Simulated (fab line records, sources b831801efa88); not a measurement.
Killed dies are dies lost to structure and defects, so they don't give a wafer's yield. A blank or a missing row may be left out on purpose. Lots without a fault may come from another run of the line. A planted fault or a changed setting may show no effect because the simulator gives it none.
fab line records | flow sky130
record lots=5 wafers=15 last_day=50
route steps=708 shown VT_ADJUST_HVTP@91 VT_ADJUST_LVTN@97 VT_ADJUST_NCORE@119
lots that met no fault: from a run of the same line without faults
start_h: hours from the record's first day to the start of the lot's first wafer shown | wait_h: hours since the lot's step before | " the same as in the row above | L1.1+2: a row that stands for several wafers | - no value, or no start given | * or withheld: withheld | < > ~ a bound
route shown NAME@n: a module of which the file shows steps, and the number in the route of the first | usual: mean/standard deviation of fault-free wafers | same: alike in all rows | chamber/n: place in a boat | sites: the reading at each site | _std_site: their standard deviation | _edge_site: outer sites' mean less inner sites' | radius_mm: how far each site lies from the wafer's centre | mask NAME#n: copy n | behind: the tool/chamber that last shaped the wafer | hold: why the lot was held/for how many hours/how that ended | device: the transistor (n, p or np) that didn't switch | end of line: the same wafers' tests at the end of the route | a step without rows: its recipe alone | killed: dies lost to structure and defects at the first sort, not the wafer's yield | map: a wafer's dies, x killed, . not, _ none there
set.NAME: the setting as run; set.NAME@STEP: as run at that earlier step | model.NAME: the simulator's own value behind a step, which no gauge read
lots at some steps of the route; a table a step, a row a wafer
services: from which hour (start_h, from the record's first day; less than 0 if before it) a tool's chamber was out of use, for how many hours, and why
## steps
# step SKY_VT_ADJUST_HVTP_DEVELOP_06
# recipe resist=NOVOLAK developer=TMAH develop_time_s=60 dev_temp_c=23
# usual resist_line_temp_C=23.02/0.094
# columns lot.wafer tool chamber start_h wait_h resist_line_temp_C
L088.1 litho_track-01 0 216.23 0.1 22.94
L088.2 " 0 " " 23.07
L088.4 " 0 " " 22.89
L092.1 litho_track-03 0 241.04 0.1 23.11
L092.3 " 0 " " 23.19
L092.6 " 0 " " 23.02
L094.2 litho_track-04 0 250.25 0.1 23.07
L094.3 " 0 " " 23.07
L094.4 " 0 " " 23.07
L095.1 litho_track-01 0 264.43 0.1 23.04
L095.2 " 0 " " 22.88
L095.3 " 0 " " 22.98
L096.3 litho_track-01 0 268.48 0.1 22.91
L096.5 " 0 " " 22.92
L096.6 " 0 " " 22.79
# step SKY_VT_ADJUST_HVTP_CD_MEAS_07
# recipe target_cd_nm=380
# usual cd_nm=380.2/2.3
# columns lot.wafer tool chamber start_h wait_h cd_nm
L088.1 cd_sem-02 - 216.38 0.1 380.9
L088.2 " - " " 380.6
L088.4 " - " " 378.4
L092.1 cd_sem-01 - 241.19 0.1 377.8
L092.3 " - " " 378.1
L092.6 " - " " 379.9
L094.2 cd_sem-01 - 250.39 0.1 379.0
L094.3 " - " " 376.7
L094.4 " - " " 379.5
L095.1 cd_sem-02 - 264.58 0.1 380.0
L095.2 " - " " 380.6
L095.3 " - " " 381.0
L096.3 cd_sem-01 - 268.62 0.1 378.9
L096.5 " - " " 380.8
L096.6 " - " " 381.0
# step SKY_VT_ADJUST_HVTP_OVL_MEAS_08
# usual VT_ADJUST_HVTP_OVL=-0.7/1.5
# columns lot.wafer tool chamber start_h wait_h VT_ADJUST_HVTP_OVL[nm]
L088.1 overlay-01 - 216.50 0.1 -4.2
L088.2 " - " " -4.4
L088.4 " - " " -3.0
L092.1 overlay-01 - 241.31 0.1 2.1
L092.3 " - " " 1.4
L092.6 " - " " 1.7
L094.2 overlay-01 - 250.50 0.1 -1.5
L094.3 " - " " -4.1
L094.4 " - " " -2.3
L095.1 overlay-01 - 264.70 0.1 -0.1
L095.2 " - " " 0.3
L095.3 " - " " -1.0
L096.3 overlay-01 - 268.71 0.1 1.5
L096.5 " - " " 0.2
L096.6 " - " " 2.0
# step SKY_VT_ADJUST_HVTP_IMPLANT_09
# recipe species=As energy_kev=150 dose_cm2=4.3e+12 tilt_deg=withheld
# columns lot.wafer tool chamber start_h wait_h
L088.1+2+4 implanter-01 0 216.53 0.0
L092.1+3+6 implanter-02 0 241.34 0.0
L094.2+3+4 implanter-01 0 250.55 0.0
L095.1+2+3 implanter-02 0 264.73 0.0
L096.3+5+6 implanter-04 0 268.78 0.1
# step SKY_VT_ADJUST_HVTP_STRIP_10
# recipe chemistry=O2/N2 power_w=1400 pressure_mtorr=1500 platen_temp_c=withheld o2_flow_sccm=3000 n2_flow_sccm=300 overash_fraction=0.5
# usual drypump_motor_current_A=5.82/0.28 oes_product_au=0.716/0.0043 strip_time_to_endpoint_s=14.17/0.042
# columns lot.wafer tool chamber start_h wait_h drypump_motor_current_A oes_product_au rf_hours_counter_h strip_time_to_endpoint_s
L088.1 plasma_asher-04 0 216.68 0.1 5.71 0.721 9 14.24
L088.2 " 1 " " 5.35 0.718 9 14.19
L088.4 " 0 " " 5.73 0.716 - 14.20
L092.1 plasma_asher-04 1 241.49 0.1 5.29 0.726 11 14.19
L092.3 " 0 " " 5.68 0.717 - 14.19
L092.6 " 0 " " 5.70 0.712 - 14.20
L094.2 plasma_asher-04 1 250.68 0.1 5.32 0.712 12 14.15
L094.3 " 0 " " 5.71 0.721 - 14.10
L094.4 " 1 " " 5.30 0.714 - 14.10
L095.1 plasma_asher-02 1 264.88 0.1 5.75 0.716 54 14.22
L095.2 " 0 " " 5.89 0.714 54 14.17
L095.3 " 0 " " 5.88 0.714 - 14.21
L096.3 plasma_asher-02 1 268.92 0.1 5.75 0.711 - 14.17
L096.5 " 1 " " 5.75 0.713 - 14.23
L096.6 " 0 " " 5.89 0.713 - 14.23
# step SKY_VT_ADJUST_HVTP_TW_MEAS_11
# usual VT_ADJUST_HVTP_TW=1355/10
# columns lot.wafer tool chamber start_h wait_h VT_ADJUST_HVTP_TW
L088.1 film_metro-02 - 216.78 0.1 1339
L088.2 " - " " 1340
L088.4 " - " " 1341
L092.1 film_metro-03 - 241.59 0.1 1352
L092.3 " - " " 1344
L092.6 " - " " 1340
L094.2 film_metro-03 - 250.79 0.1 1349
L094.3 " - " " 1345
L094.4 " - " " 1347
L095.1 film_metro-02 - 264.98 0.1 1350
L095.2 " - " " 1342
L095.3 " - " " 1344
L096.3 film_metro-03 - 269.00 0.1 1357
L096.5 " - " " 1349
L096.6 " - " " 1357
# step SKY_VT_ADJUST_LVTN_DEHYDRATE_00
# recipe temp_c=200 time_s=60
# usual resist_line_temp_C=22.99/0.11
# same time_s=60
# columns lot.wafer tool chamber start_h wait_h resist_line_temp_C
L088.1 litho_track-02 0 228.03 11.2 22.84
L088.2 " 0 " " 22.75
L088.4 " 0 " " 22.96
L092.1 litho_track-03 0 252.49 10.9 22.95
L092.3 " 0 " " 23.04
L092.6 " 0 " " 23.05
L094.2 litho_track-03 0 262.31 11.5 22.91
L094.3 " 0 " " 23.04
L094.4 " 0 " " 22.98
L095.1 litho_track-02 0 277.33 12.3 22.86
L095.2 " 0 " " 22.95
L095.3 " 0 " " 22.91
L096.3 litho_track-01 0 281.13 12.1 23.03
L096.5 " 0 " " 23.08
L096.6 " 0 " " 22.95
# step SKY_VT_ADJUST_LVTN_HMDS_01
# recipe prime_time_s=60 prime_temp_c=120
# usual resist_line_temp_C=23.00/0.1
# columns lot.wafer tool chamber start_h wait_h resist_line_temp_C
L088.1 litho_track-02 0 228.18 0.1 23.11
L088.2 " 0 " " 23.11
L088.4 " 0 " " 23.05
L092.1 litho_track-03 0 252.64 0.1 23.00
L092.3 " 0 " " 22.92
L092.6 " 0 " " 23.04
L094.2 litho_track-03 0 262.46 0.1 22.97
L094.3 " 0 " " 22.98
L094.4 " 0 " " 23.09
L095.1 litho_track-02 0 277.48 0.1 23.02
L095.2 " 0 " " 23.13
L095.3 " 0 " " 23.28
L096.3 litho_track-01 0 281.28 0.1 23.08
L096.5 " 0 " " 23.10
L096.6 " 0 " " 22.98
# step SKY_VT_ADJUST_LVTN_COAT_02
# recipe spin_rpm=2000 resist_thk_nm=3000
# usual dispense_pressure_kPa=48/3.7 resist_line_temp_C=23.00/0.1
# columns lot.wafer tool chamber start_h wait_h dispense_pressure_kPa resist_line_temp_C
L088.1 litho_track-02 0 228.33 0.1 46 22.98
L088.2 " 0 " " 46 22.98
L088.4 " 0 " " 46 22.86
L092.1 litho_track-03 0 252.79 0.1 45 22.80
L092.3 " 0 " " 45 22.82
L092.6 " 0 " " 45 22.86
L094.2 litho_track-03 0 262.61 0.1 45 22.97
L094.3 " 0 " " 45 22.83
L094.4 " 0 " " 45 22.93
L095.1 litho_track-02 0 277.63 0.1 46 22.83
L095.2 " 0 " " 46 23.01
L095.3 " 0 " " 46 23.03
L096.3 litho_track-01 0 281.43 0.1 53 23.09
L096.5 " 0 " " 53 23.00
L096.6 " 0 " " 53 23.03
# step SKY_VT_ADJUST_LVTN_SOFTBAKE_03
# recipe temp_c=110 time_s=withheld
# usual resist_line_temp_C=22.98/0.092
# columns lot.wafer tool chamber start_h wait_h resist_line_temp_C
L088.1 litho_track-02 0 228.48 0.1 22.95
L088.2 " 0 " " 22.80
L088.4 " 0 " " 23.05
L092.1 litho_track-03 0 252.94 0.1 23.11
L092.3 " 0 " " 23.00
L092.6 " 0 " " 23.06
L094.2 litho_track-03 0 262.77 0.1 22.96
L094.3 " 0 " " 22.82
L094.4 " 0 " " 22.89
L095.1 litho_track-02 0 277.78 0.1 23.10
L095.2 " 0 " " 23.01
L095.3 " 0 " " 23.09
L096.3 litho_track-01 0 281.59 0.1 23.02
L096.5 " 0 " " 23.01
L096.6 " 0 " " 22.89
# step SKY_VT_ADJUST_LVTN_EXPOSE_04
# recipe mask_id=NWM_COMPLEMENT_LESS_NATIVE na=0.6 source_shape=conventional sigma_outer=0.6 polarization=unpolarized target_cd_nm=840 dose_mj=194
# usual stage_vel_mm_s=499.93/0.23
# columns lot.wafer tool chamber start_h wait_h mask stage_vel_mm_s
L088.1 iline_stepper-01 0 - - NWM_COMPLEMENT_LESS_NATIVE#0 500.27
L088.2 " 0 " " NWM_COMPLEMENT_LESS_NATIVE#0 499.95
L088.4 " 0 " " NWM_COMPLEMENT_LESS_NATIVE#0 499.75
L092.1 iline_stepper-02 0 - - NWM_COMPLEMENT_LESS_NATIVE#0 500.15
L092.3 " 0 " " NWM_COMPLEMENT_LESS_NATIVE#0 499.88
L092.6 " 0 " " NWM_COMPLEMENT_LESS_NATIVE#0 499.93
L094.2 iline_stepper-02 0 - - NWM_COMPLEMENT_LESS_NATIVE#0 499.77
L094.3 " 0 " " NWM_COMPLEMENT_LESS_NATIVE#0 499.81
L094.4 " 0 " " NWM_COMPLEMENT_LESS_NATIVE#0 499.54
L095.1 iline_stepper-01 0 - - NWM_COMPLEMENT_LESS_NATIVE#0 499.94
L095.2 " 0 " " NWM_COMPLEMENT_LESS_NATIVE#0 500.47
L095.3 " 0 " " NWM_COMPLEMENT_LESS_NATIVE#0 500.23
L096.3 iline_stepper-01 0 - - NWM_COMPLEMENT_LESS_NATIVE#0 500.01
L096.5 " 0 " " NWM_COMPLEMENT_LESS_NATIVE#0 499.71
L096.6 " 0 " " NWM_COMPLEMENT_LESS_NATIVE#0 499.76
# step SKY_VT_ADJUST_LVTN_PEB_05
# recipe temp_c=115 time_s=withheld
# usual resist_line_temp_C=22.99/0.1
# columns lot.wafer tool chamber start_h wait_h resist_line_temp_C
L088.1 litho_track-01 0 - - 22.98
L088.2 " 0 " " 23.04
L088.4 " 0 " " 22.88
L092.1 litho_track-02 0 - - 23.07
L092.3 " 0 " " 23.15
L092.6 " 0 " " 22.94
L094.2 litho_track-01 0 - - 22.91
L094.3 " 0 " " 22.99
L094.4 " 0 " " 23.02
L095.1 litho_track-01 0 - - 23.03
L095.2 " 0 " " 22.79
L095.3 " 0 " " 22.90
L096.3 litho_track-03 0 - - 23.02
L096.5 " 0 " " 22.84
L096.6 " 0 " " 22.98
# step SKY_VT_ADJUST_LVTN_DEVELOP_06
# recipe wall_angle_deg=90 developer=TMAH develop_time_s=60 dev_temp_c=23
# usual resist_line_temp_C=23.00/0.11
# columns lot.wafer tool chamber start_h wait_h resist_line_temp_C
L088.1 litho_track-01 0 - - 23.10
L088.2 " 0 " " 22.89
L088.4 " 0 " " 23.17
L092.1 litho_track-02 0 - - 22.95
L092.3 " 0 " " 23.15
L092.6 " 0 " " 23.00
L094.2 litho_track-01 0 - - 23.10
L094.3 " 0 " " 23.19
L094.4 " 0 " " 23.13
L095.1 litho_track-01 0 - - 22.93
L095.2 " 0 " " 22.98
L095.3 " 0 " " 23.03
L096.3 litho_track-03 0 - - 23.04
L096.5 " 0 " " 22.97
L096.6 " 0 " " 23.18
# step SKY_VT_ADJUST_LVTN_OVL_MEAS_07
# usual VT_ADJUST_LVTN_OVL=-1.5/1.4
# columns lot.wafer tool chamber start_h wait_h VT_ADJUST_LVTN_OVL[nm]
L088.1 overlay-02 - 240.38 - -0.8
L088.2 " - " " -0.3
L088.4 " - " " -0.5
L092.1 overlay-01 - 265.98 - -2.3
L092.3 " - " " -4.4
L092.6 " - " " -2.9
L094.2 overlay-01 - 275.28 - -1.7
L094.3 " - " " -1.8
L094.4 " - " " -1.2
L095.1 overlay-02 - 291.38 - -1.5
L095.2 " - " " -1.0
L095.3 " - " " -1.3
L096.3 overlay-01 - 295.05 - -1.1
L096.5 " - " " -1.8
L096.6 " - " " -1.1
# step SKY_VT_ADJUST_LVTN_IMPLANT_08
# recipe species=B energy_kev=30 dose_cm2=1.57e+12 tilt_deg=withheld
# columns lot.wafer tool chamber start_h wait_h
L088.1+2+4 implanter-03 0 240.41 0.0
L092.1+3+6 implanter-03 0 266.02 0.0
L094.2+3+4 implanter-02 0 275.34 0.0
L095.1+2+3 implanter-01 0 291.41 0.0
L096.3+5+6 implanter-02 0 295.12 0.1
# step SKY_VT_ADJUST_LVTN_STRIP_09
# recipe chemistry=O2/N2 power_w=1400 pressure_mtorr=1500 platen_temp_c=withheld o2_flow_sccm=3000 n2_flow_sccm=300 overash_fraction=0.5
# usual drypump_motor_current_A=5.69/0.21 oes_product_au=0.722/0.0052 strip_time_to_endpoint_s=36.93/0.12
# columns lot.wafer tool chamber start_h wait_h drypump_motor_current_A oes_product_au rf_hours_counter_h strip_time_to_endpoint_s
L088.1 plasma_asher-03 0 240.56 0.1 5.38 0.717 55 36.96
L088.2 " 1 " " 5.81 0.724 55 36.93
L088.4 " 0 " " 5.44 0.725 - 36.86
L092.1 plasma_asher-02 1 266.17 0.1 5.74 0.730 55 36.92
L092.3 " 1 " " 5.74 0.713 - 36.85
L092.6 " 0 " " 5.92 0.726 - 36.88
L094.2 plasma_asher-04 0 275.46 0.1 5.69 0.732 15 36.79
L094.3 " 0 " " 5.70 0.727 - 36.80
L094.4 " 1 " " 5.30 0.725 - 36.84
L095.1 plasma_asher-02 0 291.56 0.1 5.89 0.721 58 37.11
L095.2 " 1 " " 5.74 0.724 58 37.03
L095.3 " 1 " " 5.72 0.731 - 37.07
L096.3 plasma_asher-03 0 295.25 0.1 5.41 0.725 - 36.99
L096.5 " 0 " " 5.39 0.714 - 36.89
L096.6 " 1 " " 5.82 0.720 - 37.07
# step SKY_VT_ADJUST_LVTN_TW_MEAS_10
# usual VT_ADJUST_LVTN_TW=242.2/1.6
# columns lot.wafer tool chamber start_h wait_h VT_ADJUST_LVTN_TW
L088.1 film_metro-04 - 240.66 0.1 243.3
L088.2 " - " " 242.7
L088.4 " - " " 242.8
L092.1 film_metro-01 - 266.27 0.1 243.2
L092.3 " - " " 241.2
L092.6 " - " " 241.5
L094.2 film_metro-04 - 275.57 0.1 243.9
L094.3 " - " " 243.5
L094.4 " - " " 244.6
L095.1 film_metro-01 - 291.66 0.1 242.4
L095.2 " - " " 243.0
L095.3 " - " " 243.7
L096.3 film_metro-04 - 295.34 0.1 241.7
L096.5 " - " " 243.5
L096.6 " - " " 241.4
# step SKY_VT_ADJUST_LVTN_DEHYDRATE_11
# recipe temp_c=200 time_s=60
# usual resist_line_temp_C=23.00/0.11
# same time_s=60
# columns lot.wafer tool chamber start_h wait_h resist_line_temp_C
L088.1 litho_track-02 0 251.88 11.2 23.04
L088.2 " 0 " " 23.02
L088.4 " 0 " " 22.93
L092.1 litho_track-03 0 278.84 12.6 23.05
L092.3 " 0 " " 22.99
L092.6 " 0 " " 23.07
L094.2 litho_track-02 0 287.41 11.8 23.14
L094.3 " 0 " " 23.07
L094.4 " 0 " " 23.05
L095.1 litho_track-01 0 303.93 12.3 22.91
L095.2 " 0 " " 22.99
L095.3 " 0 " " 22.86
L096.3 litho_track-01 0 308.18 12.8 22.87
L096.5 " 0 " " 22.81
L096.6 " 0 " " 23.08
# step SKY_VT_ADJUST_LVTN_HMDS_12
# recipe prime_time_s=60 prime_temp_c=120
# usual resist_line_temp_C=23.01/0.1
# columns lot.wafer tool chamber start_h wait_h resist_line_temp_C
L088.1 litho_track-02 0 252.03 0.1 23.06
L088.2 " 0 " " 23.00
L088.4 " 0 " " 23.00
L092.1 litho_track-03 0 278.99 0.1 23.01
L092.3 " 0 " " 23.11
L092.6 " 0 " " 23.08
L094.2 litho_track-02 0 287.56 0.1 23.10
L094.3 " 0 " " 23.17
L094.4 " 0 " " 22.95
L095.1 litho_track-01 0 304.08 0.1 23.07
L095.2 " 0 " " 22.90
L095.3 " 0 " " 23.12
L096.3 litho_track-01 0 308.33 0.1 22.89
L096.5 " 0 " " 22.88
L096.6 " 0 " " 23.09
# step SKY_VT_ADJUST_LVTN_COAT_13
# recipe resist=NOVOLAK spin_rpm=3000 resist_thk_nm=1140
# usual dispense_pressure_kPa=48/3.6 resist_line_temp_C=23.00/0.11
# columns lot.wafer tool chamber start_h wait_h dispense_pressure_kPa resist_line_temp_C
L088.1 litho_track-02 0 252.18 0.1 46 23.13
L088.2 " 0 " " 46 23.04
L088.4 " 0 " " 46 22.99
L092.1 litho_track-03 0 279.14 0.1 45 22.93
L092.3 " 0 " " 45 23.06
L092.6 " 0 " " 45 22.99
L094.2 litho_track-02 0 287.71 0.1 46 23.10
L094.3 " 0 " " 46 23.07
L094.4 " 0 " " 46 23.09
L095.1 litho_track-01 0 304.23 0.1 53 23.08
L095.2 " 0 " " 53 23.05
L095.3 " 0 " " 53 22.94
L096.3 litho_track-01 0 308.48 0.1 53 23.11
L096.5 " 0 " " 53 23.08
L096.6 " 0 " " 53 23.01
# step SKY_VT_ADJUST_LVTN_SOFTBAKE_14
# recipe temp_c=90 time_s=60 resist=NOVOLAK
# usual resist_line_temp_C=22.99/0.1
# same time_s=60
# columns lot.wafer tool chamber start_h wait_h resist_line_temp_C
L088.1 litho_track-02 0 252.33 0.1 22.99
L088.2 " 0 " " 23.05
L088.4 " 0 " " 22.92
L092.1 litho_track-03 0 279.29 0.1 22.89
L092.3 " 0 " " 22.81
L092.6 " 0 " " 22.89
L094.2 litho_track-02 0 287.86 0.1 23.14
L094.3 " 0 " " 22.96
L094.4 " 0 " " 23.12
L095.1 litho_track-01 0 304.38 0.1 23.02
L095.2 " 0 " " 22.84
L095.3 " 0 " " 23.03
L096.3 litho_track-01 0 308.63 0.1 22.98
L096.5 " 0 " " 22.95
L096.6 " 0 " " 22.93
# step SKY_VT_ADJUST_LVTN_EXPOSE_15
# recipe mask_id=HVN_STD_DERIVED na=0.6 source_shape=conventional sigma_outer=0.6 polarization=unpolarized target_cd_nm=600 dose_mj=163
# usual stage_vel_mm_s=499.97/0.25
# columns lot.wafer tool chamber start_h wait_h mask stage_vel_mm_s
L088.1 iline_stepper-01 0 - - HVN_STD_DERIVED#0 499.87
L088.2 " 0 " " HVN_STD_DERIVED#0 499.90
L088.4 " 0 " " HVN_STD_DERIVED#0 499.69
L092.1 iline_stepper-02 0 - - HVN_STD_DERIVED#0 499.78
L092.3 " 0 " " HVN_STD_DERIVED#0 499.88
L092.6 " 0 " " HVN_STD_DERIVED#0 499.78
L094.2 iline_stepper-02 0 - - HVN_STD_DERIVED#0 499.81
L094.3 " 0 " " HVN_STD_DERIVED#0 499.72
L094.4 " 0 " " HVN_STD_DERIVED#0 499.91
L095.1 iline_stepper-01 0 - - HVN_STD_DERIVED#0 500.03
L095.2 " 0 " " HVN_STD_DERIVED#0 499.78
L095.3 " 0 " " HVN_STD_DERIVED#0 500.30
L096.3 iline_stepper-02 0 - - HVN_STD_DERIVED#0 499.80
L096.5 " 0 " " HVN_STD_DERIVED#0 500.30
L096.6 " 0 " " HVN_STD_DERIVED#0 500.07
# step SKY_VT_ADJUST_LVTN_PEB_16
# recipe temp_c=withheld time_s=* resist=NOVOLAK
# usual resist_line_temp_C=*
# same time_s=*
# columns lot.wafer tool chamber start_h wait_h resist_line_temp_C
L088.1 litho_track-03 0 - - *
L088.2 " 0 " " *
L088.4 " 0 " " *
L092.1 litho_track-02 0 - - *
L092.3 " 0 " " *
L092.6 " 0 " " *
L094.2 litho_track-02 0 - - *
L094.3 " 0 " " *
L094.4 " 0 " " *
L095.1 litho_track-02 0 - - *
L095.2 " 0 " " *
L095.3 " 0 " " *
L096.3 litho_track-02 0 - - *
L096.5 " 0 " " *
L096.6 " 0 " " *
# step SKY_VT_ADJUST_LVTN_DEVELOP_17
# recipe resist=NOVOLAK developer=TMAH develop_time_s=60 dev_temp_c=23
# usual resist_line_temp_C=22.99/0.098
# columns lot.wafer tool chamber start_h wait_h resist_line_temp_C
L088.1 litho_track-03 0 264.89 0.1 23.11
L088.2 " 0 " " 23.15
L088.4 " 0 " " 23.22
L092.1 litho_track-02 0 292.23 0.1 22.70
L092.3 " 0 " " 22.82
L092.6 " 0 " " 22.88
L094.2 litho_track-02 0 301.41 0.1 22.97
L094.3 " 0 " " 23.18
L094.4 " 0 " " 23.07
L095.1 litho_track-02 0 317.43 0.1 23.05
L095.2 " 0 " " 23.07
L095.3 " 0 " " 22.91
L096.3 litho_track-02 0 321.83 0.1 23.05
L096.5 " 0 " " 23.13
L096.6 " 0 " " 22.93
# step SKY_VT_ADJUST_LVTN_OVL_MEAS_18
# usual VT_ADJUST_LVTN_01_OVL=-0.4/1.2
# columns lot.wafer tool chamber start_h wait_h VT_ADJUST_LVTN_01_OVL[nm]
L088.1 overlay-01 - 265.04 0.1 0.8
L088.2 " - " " 0.3
L088.4 " - " " 2.1
L092.1 overlay-01 - 292.38 0.1 -0.8
L092.3 " - " " -1.2
L092.6 " - " " -2.0
L094.2 overlay-02 - 301.54 0.1 -1.2
L094.3 " - " " -1.3
L094.4 " - " " -1.4
L095.1 overlay-01 - 317.58 0.1 -0.5
L095.2 " - " " -0.4
L095.3 " - " " 1.4
L096.3 overlay-01 - 321.95 0.1 0.2
L096.5 " - " " 0.2
L096.6 " - " " 0.5
# step SKY_VT_ADJUST_LVTN_IMPLANT_19
# recipe species=B energy_kev=30 dose_cm2=6.5e+11 tilt_deg=withheld
# columns lot.wafer tool chamber start_h wait_h
L088.1+2+4 implanter-03 0 265.07 0.0
L092.1+3+6 implanter-03 0 292.42 0.0
L094.2+3+4 implanter-02 0 301.59 0.0
L095.1+2+3 implanter-02 0 317.62 0.0
L096.3+5+6 implanter-02 0 322.02 0.1
# step SKY_VT_ADJUST_LVTN_STRIP_20
# recipe chemistry=O2/N2 power_w=1400 pressure_mtorr=1500 platen_temp_c=withheld o2_flow_sccm=3000 n2_flow_sccm=300 overash_fraction=0.5
# usual drypump_motor_current_A=5.65/0.22 oes_product_au=0.716/0.0043 strip_time_to_endpoint_s=14.18/0.039
# columns lot.wafer tool chamber start_h wait_h drypump_motor_current_A oes_product_au rf_hours_counter_h strip_time_to_endpoint_s
L088.1 plasma_asher-04 1 265.22 0.1 5.36 0.715 14 14.14
L088.2 " 0 " " 5.71 0.724 14 14.17
L088.4 " 1 " " 5.31 0.720 - 14.17
L092.1 plasma_asher-02 1 292.57 0.1 5.73 0.720 58 14.09
L092.3 " 1 " " 5.73 0.717 - 14.12
L092.6 " 1 " " 5.73 0.710 - 14.10
L094.2 plasma_asher-02 0 301.72 0.1 5.89 0.717 59 14.23
L094.3 " 1 " " 5.73 0.719 - 14.21
L094.4 " 0 " " 5.90 0.719 - 14.19
L095.1 plasma_asher-03 1 317.77 0.1 5.82 0.711 63 14.26
L095.2 " 0 " " 5.37 0.711 63 14.22
L095.3 " 0 " " 5.41 0.722 - 14.23
L096.3 plasma_asher-04 1 322.15 0.1 5.34 0.715 - 14.22
L096.5 " 1 " " 5.35 0.712 - 14.22
L096.6 " 0 " " 5.73 0.710 - 14.19
# step SKY_VT_ADJUST_LVTN_TW_MEAS_21
# usual VT_ADJUST_LVTN_2_TW=188.5/1.4
# columns lot.wafer tool chamber start_h wait_h VT_ADJUST_LVTN_2_TW
L088.1 film_metro-04 - 265.32 0.1 188.9
L088.2 " - " " 189.5
L088.4 " - " " 189.9
L092.1 film_metro-04 - 292.67 0.1 189.2
L092.3 " - " " 189.1
L092.6 " - " " 188.5
L094.2 film_metro-01 - 301.83 0.1 190.5
L094.3 " - " " 189.8
L094.4 " - " " 189.9
L095.1 film_metro-01 - 317.87 0.1 190.6
L095.2 " - " " 190.3
L095.3 " - " " 188.7
L096.3 film_metro-03 - 322.26 0.1 186.7
L096.5 " - " " 184.9
L096.6 " - " " 186.4
# step SKY_VT_ADJUST_NCORE_DEHYDRATE_00
# recipe temp_c=200 time_s=60
# usual resist_line_temp_C=22.99/0.11
# same time_s=60
# columns lot.wafer tool chamber start_h wait_h resist_line_temp_C
L088.1 litho_track-01 0 277.48 12.1 23.00
L088.2 " 0 " " 23.01
L088.4 " 0 " " 23.07
L092.1 litho_track-04 0 305.07 12.4 22.85
L092.3 " 0 " " 22.99
L092.6 " 0 " " 22.90
L094.2 litho_track-01 0 313.05 11.2 22.98
L094.3 " 0 " " 22.91
L094.4 " 0 " " 23.15
L095.1 litho_track-01 0 330.63 12.7 22.99
L095.2 " 0 " " 23.09
L095.3 " 0 " " 23.17
L096.3 litho_track-02 0 334.33 12.1 23.23
L096.5 " 0 " " 23.04
L096.6 " 0 " " 22.98
# step SKY_VT_ADJUST_NCORE_HMDS_01
# recipe prime_time_s=60 prime_temp_c=120
# usual resist_line_temp_C=23.01/0.098
# columns lot.wafer tool chamber start_h wait_h resist_line_temp_C
L088.1 litho_track-01 0 277.63 0.1 22.79
L088.2 " 0 " " 22.89
L088.4 " 0 " " 22.90
L092.1 litho_track-04 0 305.22 0.1 23.10
L092.3 " 0 " " 23.06
L092.6 " 0 " " 23.07
L094.2 litho_track-01 0 313.20 0.1 22.97
L094.3 " 0 " " 22.97
L094.4 " 0 " " 23.09
L095.1 litho_track-01 0 330.78 0.1 23.01
L095.2 " 0 " " 22.96
L095.3 " 0 " " 22.94
L096.3 litho_track-02 0 334.48 0.1 22.99
L096.5 " 0 " " 23.20
L096.6 " 0 " " 22.93
# step SKY_VT_ADJUST_NCORE_COAT_02
# recipe resist=NOVOLAK spin_rpm=3000 resist_thk_nm=1140
# usual dispense_pressure_kPa=50.6/2.4 resist_line_temp_C=23.00/0.1
# columns lot.wafer tool chamber start_h wait_h dispense_pressure_kPa resist_line_temp_C
L088.1 litho_track-01 0 277.78 0.1 52.7 23.29
L088.2 " 0 " " 52.7 22.88
L088.4 " 0 " " 52.7 23.05
L092.1 litho_track-04 0 305.37 0.1 49.3 23.01
L092.3 " 0 " " 49.3 23.10
L092.6 " 0 " " 49.3 22.96
L094.2 litho_track-01 0 313.35 0.1 52.7 22.99
L094.3 " 0 " " 52.7 23.11
L094.4 " 0 " " 52.7 23.04
L095.1 litho_track-01 0 330.93 0.1 52.7 23.17
L095.2 " 0 " " 52.7 23.19
L095.3 " 0 " " 52.7 22.97
L096.3 litho_track-02 0 334.63 0.1 45.8 22.93
L096.5 " 0 " " 45.8 22.89
L096.6 " 0 " " 45.8 22.97
# step SKY_VT_ADJUST_NCORE_SOFTBAKE_03
# recipe temp_c=90 time_s=60 resist=NOVOLAK
# usual resist_line_temp_C=23.00/0.11
# same time_s=60
# columns lot.wafer tool chamber start_h wait_h resist_line_temp_C
L088.1 litho_track-01 0 277.93 0.1 23.01
L088.2 " 0 " " 23.14
L088.4 " 0 " " 22.92
L092.1 litho_track-04 0 305.52 0.1 23.08
L092.3 " 0 " " 23.04
L092.6 " 0 " " 22.98
L094.2 litho_track-01 0 313.50 0.1 22.98
L094.3 " 0 " " 23.04
L094.4 " 0 " " 23.05
L095.1 litho_track-01 0 331.08 0.1 22.74
L095.2 " 0 " " 22.85
L095.3 " 0 " " 22.78
L096.3 litho_track-02 0 334.78 0.1 23.27
L096.5 " 0 " " 23.14
L096.6 " 0 " " 23.00
## services
# columns tool chamber start_h hours kind
implanter-01 - 192.47 3.8 pm
implanter-03 - 201.83 1.1 repair
plasma_asher-04 - 207.64 2.8 pm
iline_stepper-02 - 212.69 1.7 pm
plasma_asher-03 - 214.92 2.8 pm
iline_stepper-02 - 225.04 16.5 repair
implanter-04 - 238.38 3.9 pm
iline_stepper-01 - 241.52 1.7 pm
plasma_asher-03 - 244.61 1.2 repair
implanter-04 - 254.29 1.2 repair
plasma_asher-04 - 260.87 4.3 pm
implanter-03 - 276.29 2.5 repair
plasma_asher-03 - 276.84 5.9 pm
implanter-03 - 303.25 2.5 repair
implanter-04 - 304.10 2.4 repair
plasma_asher-04 - 326.17 12.9 pm
## key
fault none
